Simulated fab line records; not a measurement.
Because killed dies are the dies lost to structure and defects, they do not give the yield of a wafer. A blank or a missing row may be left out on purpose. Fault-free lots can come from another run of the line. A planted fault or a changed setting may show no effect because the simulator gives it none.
fab line records ; flow gf180mcu
record lots=10; wafers=30; last-day=33
route steps=602 shown M4@460 MIM@509 M5@536 V5@563
lots that met no fault: from a run of the same line without faults
start-h: hours from the record's opening day to when the first of the lot's shown wafers began ; wait-h: time in hours since the lot's previous step ; " unchanged from the row above ; L1.1+2: a row that stands for several wafers ; - either no value or no given start ; * or withheld: withheld ; < > ~ a bound
route shown NAME@n: names a module that has steps shown in the file, with the first one's number in the route ; usual: mean/standard deviation taken from wafers without a fault ; same: alike in all rows ; chamber/n: place in a boat ; sites: each site's reading ; _std_site: the standard deviation of these ; _edge_site: mean of outer sites minus mean of inner sites ; radius-mm: how far each site lies from the wafer's centre ; mask NAME#n: copy n ; behind: the tool/chamber that last shaped the wafer ; hold: cause of the lot's hold/its duration in hours/its outcome ; device: names the non-switching transistor (n, p or np) ; end of line: tests run on the same wafers once the route is complete ; a step without rows: its recipe alone ; killed: the dies lost at the first sort to structure and to defects; this is not the yield of the wafer ; map: a wafer's dies, marking killed ones x, the rest . and places with no die _
set.NAME: the setting that was run; set.NAME@STEP: the one run at that earlier step ; model.NAME: the simulator's own value behind a step, which no gauge read
one table for each step of the route and one row for each wafer, over a sample of lots
services: a tool's chamber out of use, with start hour (start-h, from the record's first day; less than 0 if before it), hours out, and reason
## steps
# step GF_M4_SPUTTER_04
# recipe material=TiN; target-thk-nm=50; power-w=6500; time-s=41.7; chamber-pressure-pa=0.4
# usual chamber-pressure-pa=0.4001/0.0007; throttle-valve-pct=30.4/0.85
lot.wafer;tool;chamber;start-h;wait-h;chamber-pressure-pa;throttle-valve-pct
L584.1;pvd-sputter-03;-;517.08;0.0;0.3986;30.3
L584.2;pvd-sputter-03;-;517.08;0.0;0.4008;29.9
L584.3;pvd-sputter-03;-;517.08;0.0;0.3989;30.6
L586.2;pvd-sputter-03;-;531.60;0.0;0.4010;30.2
L586.3;pvd-sputter-03;-;531.60;0.0;0.4018;31.7
L586.6;pvd-sputter-03;-;531.60;0.0;0.4005;30.2
L590.1;pvd-sputter-02;-;578.17;0.0;0.4008;30.6
L590.3;pvd-sputter-02;-;578.17;0.0;0.3993;30.3
L590.5;pvd-sputter-02;-;578.17;0.0;0.3998;32.2
L592.1;pvd-sputter-01;-;588.11;0.0;0.3990;31.1
L592.4;pvd-sputter-01;-;588.11;0.0;0.4001;31.4
L592.6;pvd-sputter-01;-;588.11;0.0;0.4006;29.7
L593.4;pvd-sputter-01;-;597.96;0.0;0.3995;29.6
L593.5;pvd-sputter-01;-;597.96;0.0;0.4008;31.5
L593.6;pvd-sputter-01;-;597.96;0.0;0.4007;29.7
L594.1;pvd-sputter-02;-;603.84;0.0;0.3990;30.3
L594.3;pvd-sputter-02;-;603.84;0.0;0.4009;29.9
L594.6;pvd-sputter-02;-;603.84;0.0;0.4001;29.7
L596.2;pvd-sputter-03;-;625.54;0.0;0.4001;30.2
L596.3;pvd-sputter-03;-;625.54;0.0;0.4001;31.8
L596.5;pvd-sputter-03;-;625.54;0.0;0.4002;30.5
L598.3;pvd-sputter-02;-;631.83;0.0;0.3991;30.5
L598.4;pvd-sputter-02;-;631.83;0.0;0.4005;30.5
L598.5;pvd-sputter-02;-;631.83;0.0;0.4004;30.5
L599.2;pvd-sputter-02;-;638.74;0.0;0.4001;30.6
L599.5;pvd-sputter-02;-;638.74;0.0;0.4000;30.4
L599.6;pvd-sputter-02;-;638.74;0.0;0.3998;29.8
L604.2;pvd-sputter-01;-;671.36;0.0;0.3993;29.8
L604.5;pvd-sputter-01;-;671.36;0.0;0.3998;31.1
L604.6;pvd-sputter-01;-;671.36;0.0;0.3992;29.1
# step GF_MIM_THK_MEAS_06
# recipe reads=Si3N4_of_MIM_CVD_05
# usual MIM_CVD_05_THK=41.9/0.69
lot.wafer;tool;chamber;start-h;wait-h;MIM_CVD_05_THK[nm]
L584.1;film-metro-04;-;577.56;0.0;41.8
L584.2;film-metro-04;-;577.56;0.0;41.4
L584.3;film-metro-04;-;577.56;0.0;41.3
L586.2;film-metro-01;-;580.64;0.0;41.3
L586.3;film-metro-01;-;580.64;0.0;41.2
L586.6;film-metro-01;-;580.64;0.0;42.0
L590.1;film-metro-01;-;623.14;0.0;41.7
L590.3;film-metro-01;-;623.14;0.0;41.6
L590.5;film-metro-01;-;623.14;0.0;42.6
L592.1;film-metro-01;-;633.75;0.0;41.4
L592.4;film-metro-01;-;633.75;0.0;42.7
L592.6;film-metro-01;-;633.75;0.0;40.5
L593.4;film-metro-04;-;642.47;0.0;42.3
L593.5;film-metro-04;-;642.47;0.0;43.6
L593.6;film-metro-04;-;642.47;0.0;42.6
L594.1;film-metro-04;-;647.39;0.0;41.7
L594.3;film-metro-04;-;647.39;0.0;41.4
L594.6;film-metro-04;-;647.39;0.0;42.0
L596.2;film-metro-03;-;667.86;0.0;40.7
L596.3;film-metro-03;-;667.86;0.0;41.5
L596.5;film-metro-03;-;667.86;0.0;42.0
L598.3;film-metro-03;-;674.21;0.0;41.3
L598.4;film-metro-03;-;674.21;0.0;41.9
L598.5;film-metro-03;-;674.21;0.0;40.6
L599.2;film-metro-04;-;680.34;0.0;42.4
L599.5;film-metro-04;-;680.34;0.0;42.4
L599.6;film-metro-04;-;680.34;0.0;43.4
L604.2;film-metro-04;-;713.00;0.0;41.2
L604.5;film-metro-04;-;713.00;0.0;41.8
L604.6;film-metro-04;-;713.00;0.0;41.7
# step GF_M5_METAL_ETCH_10
# recipe chemistry=Cl2/BCl3; mask-material=KrF; target-depth-nm=627.5; stop-on=SiO2; pressure-mtorr=8; icp-w=800; bias-w=140; Cl2_flow_sccm=80; bcl3-flow-sccm=40; time-s=104.6
# usual drypump-motor-current-A=5.4/0.4; oes-product-au=0.970/0.006; rf-fwd-power-W=795.5/2.8; throttle-valve-pct=28.254/0.0099
lot.wafer;tool;chamber;start-h;wait-h;drypump-motor-current-A;oes-product-au;rf-fwd-power-W;rf-hours-counter-h;throttle-valve-pct
L584.1;rie-metal-03;1;620.04;0.0;5.0;0.968;791.4;5;28.252
L584.2;rie-metal-03;0;620.04;0.0;5.5;0.962;796.2;3;28.260
L584.3;rie-metal-03;1;620.04;0.0;5.1;0.971;793.4;-;28.263
L586.2;rie-metal-04;0;623.62;0.0;4.9;0.959;795.0;11;28.279
L586.3;rie-metal-04;1;623.62;0.0;5.2;0.982;798.1;-;28.250
L586.6;rie-metal-04;1;623.62;0.0;5.2;0.972;799.1;-;28.268
L590.1;rie-metal-01;1;664.22;0.0;5.7;0.958;791.4;11;28.273
L590.3;rie-metal-01;0;664.22;0.0;6.1;0.960;794.6;-;28.248
L590.5;rie-metal-01;0;664.22;0.0;6.0;0.960;794.9;-;28.252
L592.1;rie-metal-03;0;674.13;0.0;5.5;0.963;799.1;5;28.258
L592.4;rie-metal-03;0;674.13;0.0;5.5;0.961;796.1;-;28.254
L592.6;rie-metal-03;1;674.13;0.0;5.1;0.966;795.1;-;28.267
L593.4;rie-metal-01;0;682.06;0.0;6.0;0.966;795.8;-;28.262
L593.5;rie-metal-01;0;682.06;0.0;6.1;0.975;798.7;-;28.234
L593.6;rie-metal-01;1;682.06;0.0;5.7;0.960;792.0;-;28.269
L594.1;rie-metal-01;0;686.89;0.0;6.1;0.971;795.1;5;28.249
L594.3;rie-metal-01;0;686.89;0.0;6.1;0.978;794.5;-;28.259
L594.6;rie-metal-01;0;686.89;0.0;6.1;0.972;794.3;-;28.250
L596.2;rie-metal-04;1;706.13;0.0;5.2;0.970;796.6;9;28.256
L596.3;rie-metal-04;0;706.13;0.0;4.9;0.978;796.9;-;28.261
L596.5;rie-metal-04;1;706.13;0.0;5.2;0.969;799.3;-;28.257
L598.3;rie-metal-01;0;712.47;0.0;6.0;0.973;794.8;-;28.249
L598.4;rie-metal-01;1;712.47;0.0;5.7;0.966;797.5;-;28.262
L598.5;rie-metal-01;1;712.47;0.0;5.7;0.960;794.5;-;28.269
L599.2;rie-metal-03;0;718.79;0.0;5.5;0.974;794.3;7;28.249
L599.5;rie-metal-03;1;718.79;0.0;5.1;0.981;792.5;-;28.247
L599.6;rie-metal-03;0;718.79;0.0;5.5;0.967;795.1;-;28.268
L604.2;rie-metal-01;0;748.06;0.0;6.1;0.965;797.4;-;28.245
L604.5;rie-metal-01;0;748.06;0.0;6.1;0.974;798.8;-;28.243
L604.6;rie-metal-01;0;748.06;0.0;6.1;0.974;795.4;-;28.249
# step GF_V5_CVD_23
# recipe material=W; target-thk-nm=350; time-s=104.9; temp-c=400; pressure-torr=40
# usual heater-power-outer-w=629/79; heater-power-w=931/63
lot.wafer;tool;chamber;start-h;wait-h;heater-power-outer-w;heater-power-w
L584.1;cvd-w-02;1;642.75;0.0;521;866
L584.2;cvd-w-02;0;642.75;0.0;711;983
L584.3;cvd-w-02;0;642.75;0.0;718;974
L586.2;cvd-w-01;0;645.56;0.0;553;840
L586.3;cvd-w-01;0;645.56;0.0;566;855
L586.6;cvd-w-01;1;645.56;0.0;669;1003
L590.1;cvd-w-01;1;686.55;0.0;684;992
L590.3;cvd-w-01;0;686.55;0.0;552;846
L590.5;cvd-w-01;0;686.55;0.0;565;846
L592.1;cvd-w-02;0;695.89;0.0;719;963
L592.4;cvd-w-02;0;695.89;0.0;707;971
L592.6;cvd-w-02;0;695.89;0.0;683;1001
L593.4;cvd-w-02;0;702.96;0.1;723;993
L593.5;cvd-w-02;1;702.96;0.1;543;872
L593.6;cvd-w-02;0;702.96;0.1;695;1003
L594.1;cvd-w-01;1;707.61;0.0;694;1007
L594.3;cvd-w-01;0;707.61;0.0;566;841
L594.6;cvd-w-01;1;707.61;0.0;674;991
L596.2;cvd-w-02;1;725.90;0.0;527;895
L596.3;cvd-w-02;0;725.90;0.0;708;1012
L596.5;cvd-w-02;0;725.90;0.0;721;993
L598.3;cvd-w-01;1;732.99;0.1;687;1013
L598.4;cvd-w-01;0;732.99;0.1;564;844
L598.5;cvd-w-01;1;732.99;0.1;679;991
L599.2;cvd-w-02;1;738.56;0.0;534;854
L599.5;cvd-w-02;0;738.56;0.0;702;991
L599.6;cvd-w-02;1;738.56;0.0;541;863
L604.2;cvd-w-01;0;766.85;0.0;541;844
L604.5;cvd-w-01;1;766.85;0.0;681;996
L604.6;cvd-w-01;0;766.85;0.0;560;845
# step GF_V5_RS_MEAS_24
# recipe thk-meas-gauge=four-point-probe; reads=W_of_V5_CVD_23+TiN_of_V5_SPUTTER_22+Ti_of_V5_SPUTTER_21
# usual V5_W_RS=0.330/0.0034
lot.wafer;tool;chamber;start-h;wait-h;V5_W_RS[ohm/sq]
L584.1;film-metro-04;-;642.86;0.1;0.327
L584.2;film-metro-04;-;642.86;0.1;0.328
L584.3;film-metro-04;-;642.86;0.1;0.332
L586.2;film-metro-04;-;645.69;0.1;0.331
L586.3;film-metro-04;-;645.69;0.1;0.329
L586.6;film-metro-04;-;645.69;0.1;0.329
L590.1;film-metro-02;-;686.67;0.1;0.327
L590.3;film-metro-02;-;686.67;0.1;0.324
L590.5;film-metro-02;-;686.67;0.1;0.328
L592.1;film-metro-01;-;696.01;0.1;0.328
L592.4;film-metro-01;-;696.01;0.1;0.332
L592.6;film-metro-01;-;696.01;0.1;0.330
L593.4;film-metro-04;-;703.09;0.1;0.327
L593.5;film-metro-04;-;703.09;0.1;0.326
L593.6;film-metro-04;-;703.09;0.1;0.329
L594.1;film-metro-01;-;707.72;0.1;0.325
L594.3;film-metro-01;-;707.72;0.1;0.329
L594.6;film-metro-01;-;707.72;0.1;0.328
L596.2;film-metro-04;-;726.03;0.1;0.236
L596.3;film-metro-04;-;726.03;0.1;0.235
L596.5;film-metro-04;-;726.03;0.1;0.234
L598.3;film-metro-04;-;733.10;0.1;0.325
L598.4;film-metro-04;-;733.10;0.1;0.327
L598.5;film-metro-04;-;733.10;0.1;0.323
L599.2;film-metro-01;-;738.69;0.1;0.235
L599.5;film-metro-01;-;738.69;0.1;0.236
L599.6;film-metro-01;-;738.69;0.1;0.334
L604.2;film-metro-02;-;766.98;0.1;0.330
L604.5;film-metro-02;-;766.98;0.1;0.327
L604.6;film-metro-02;-;766.98;0.1;0.333
# step GF_V5_THK_MEAS_25
# recipe thk-meas-gauge=xrf; reads=W_of_V5_CVD_23
# usual V5_W_THK=342/5.9
lot.wafer;tool;chamber;start-h;wait-h;V5_W_THK[nm]
L584.1;film-metro-04;-;642.98;0.1;342
L584.2;film-metro-04;-;642.98;0.1;341
L584.3;film-metro-04;-;642.98;0.1;338
L586.2;film-metro-04;-;645.80;0.1;339
L586.3;film-metro-04;-;645.80;0.1;342
L586.6;film-metro-04;-;645.80;0.1;338
L590.1;film-metro-02;-;686.79;0.1;344
L590.3;film-metro-02;-;686.79;0.1;348
L590.5;film-metro-02;-;686.79;0.1;341
L592.1;film-metro-01;-;696.13;0.1;345
L592.4;film-metro-01;-;696.13;0.1;343
L592.6;film-metro-01;-;696.13;0.1;346
L593.4;film-metro-04;-;703.18;0.1;345
L593.5;film-metro-04;-;703.18;0.1;346
L593.6;film-metro-04;-;703.18;0.1;341
L594.1;film-metro-01;-;707.84;0.1;350
L594.3;film-metro-01;-;707.84;0.1;346
L594.6;film-metro-01;-;707.84;0.1;348
L596.2;film-metro-04;-;726.14;0.1;475
L596.3;film-metro-04;-;726.14;0.1;484
L596.5;film-metro-04;-;726.14;0.1;478
L598.3;film-metro-04;-;733.20;0.1;349
L598.4;film-metro-04;-;733.20;0.1;346
L598.5;film-metro-04;-;733.20;0.1;349
L599.2;film-metro-01;-;738.80;0.1;487
L599.5;film-metro-01;-;738.80;0.1;483
L599.6;film-metro-01;-;738.80;0.1;342
L604.2;film-metro-02;-;767.09;0.1;335
L604.5;film-metro-02;-;767.09;0.1;338
L604.6;film-metro-02;-;767.09;0.1;334
# step GF_V5_CMP_26
# recipe stop-on=SiO2; down-force-psi=3.5; platen-rpm=60; t-overpolish-s=15; target-thk-nm=0; pad-velocity-m-s=0.94248
# usual motor-current-A=11.1/1.1; retaining-ring-pressure-frac=1.001/0.0046; slurry-flow-ml-min=150.0/0.53; time-to-endpoint-s=82/4.4
lot.wafer;tool;chamber;start-h;wait-h;motor-current-A;retaining-ring-pressure-frac;slurry-flow-ml-min;time-to-endpoint-s
L584.2;cmp-01;0;643.04;0.0;8.7;1.005;150.6;79
L584.1;cmp-01;1;643.04;0.0;9.6;0.996;150.1;88
L584.3;cmp-01;3;643.04;0.0;10.7;1.004;149.6;76
L586.2;cmp-02;0;645.85;0.0;10.8;1.002;150.7;79
L586.3;cmp-02;2;645.85;0.0;12.6;0.996;150.0;89
L586.6;cmp-02;0;645.85;0.0;11.0;0.995;150.9;82
L590.1;cmp-01;0;686.85;0.1;8.9;1.000;150.2;78
L590.3;cmp-01;3;686.85;0.1;10.4;0.995;150.2;82
L590.5;cmp-01;0;686.85;0.1;9.0;0.996;150.5;77
L592.4;cmp-02;1;696.64;0.5;12.4;1.002;150.9;87
L592.1;cmp-02;2;696.64;0.5;12.4;0.996;150.1;86
L592.6;cmp-02;0;696.64;0.5;10.5;0.997;149.1;78
L593.4;cmp-02;1;703.21;0.0;11.4;1.008;149.9;88
L593.6;cmp-02;1;703.21;0.0;12.4;1.004;150.1;84
L593.5;cmp-02;2;703.21;0.0;12.4;1.001;150.3;87
L594.3;cmp-02;1;707.90;0.0;11.6;1.009;149.9;86
L594.1;cmp-02;0;707.90;0.0;10.6;1.006;149.9;76
L594.6;cmp-02;2;707.90;0.0;12.5;1.000;150.2;84
L596.2;cmp-01;1;726.19;0.0;10.6;1.003;150.0;122
L596.3;cmp-01;0;726.19;0.0;8.6;0.999;150.1;113
L596.5;cmp-01;1;726.19;0.0;10.1;1.009;149.2;121
L598.3;cmp-02;0;733.34;0.1;10.5;1.012;150.2;80
L598.4;cmp-02;1;733.34;0.1;12.3;1.001;150.4;84
L598.5;cmp-02;3;733.34;0.1;10.7;0.996;149.1;81
L599.2;cmp-02;3;738.90;0.1;11.2;1.009;148.6;117
L599.5;cmp-02;2;738.90;0.1;12.2;1.007;149.3;123
L599.6;cmp-02;3;738.90;0.1;10.8;1.006;149.8;82
L604.2;cmp-02;3;767.14;0.0;11.4;0.997;150.5;75
L604.6;cmp-02;3;767.14;0.0;10.8;1.003;150.1;75
L604.5;cmp-02;0;767.14;0.0;10.5;1.000;149.5;77
## services
tool;chamber;start-h;hours;kind
cmp-02;-;507.97;1.7;repair
cmp-01;-;515.64;1.8;repair
pvd-sputter-01;-;539.58;2.1;repair
cmp-01;-;546.07;9.6;pm
pvd-sputter-03;-;565.80;0.5;repair
cmp-01;-;572.00;4.0;pm
pvd-sputter-01;-;572.49;0.8;repair
cmp-01;-;587.63;1.6;repair
cmp-01;-;620.22;1.1;repair
cmp-01;-;654.22;1.6;repair
cmp-01;-;667.06;0.2;repair
rie-metal-03;-;669.52;1.4;repair
pvd-sputter-03;-;673.34;1.7;repair
cvd-w-01;-;689.93;0.3;repair
cmp-01;-;696.00;0.8;repair
cmp-01;-;698.71;0.4;repair
cmp-01;-;699.39;1.8;repair
pvd-sputter-01;-;712.47;1.2;repair
cmp-01;-;714.21;2.1;repair
cmp-02;-;720.82;4.4;pm
cvd-w-02;1;741.82;10.0;repair
cmp-02;-;744.14;4.0;pm
cmp-01;-;748.49;1.8;repair
cmp-02;-;765.55;0.6;repair
## key
first-sign step=GF_V5_RS_MEAS_24; reading=V5_W_RS; direction=down; sigmas=28; usual=0.330; struck=0.235
effect step=GF_V5_THK_MEAS_25; reading=V5_W_THK; direction=up; sigmas=24; usual=342; struck=481
effect step=GF_V5_CMP_26; reading=time-to-endpoint-s; direction=up; sigmas=8.3; usual=*; struck=*
met-at GF_V5_CVD_23
struck-lots L596,L599
struck-wafers L596.2,L596.3,L596.5,L599.2,L599.5
not-acting-at GF_M4_SPUTTER_04,GF_MIM_THK_MEAS_06,GF_M5_METAL_ETCH_10
onset-between 702.96 725.90
fault kind=process-parameter-drift; tool=cvd-w-02; chamber=-; onset-h=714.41; steps=GF_V5_CVD_23; channel=target-thk-nm; offset=140.5; shape=step; end-h=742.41; scope=struck-wafers-only; acts-in=these-recipes-only; stated=350
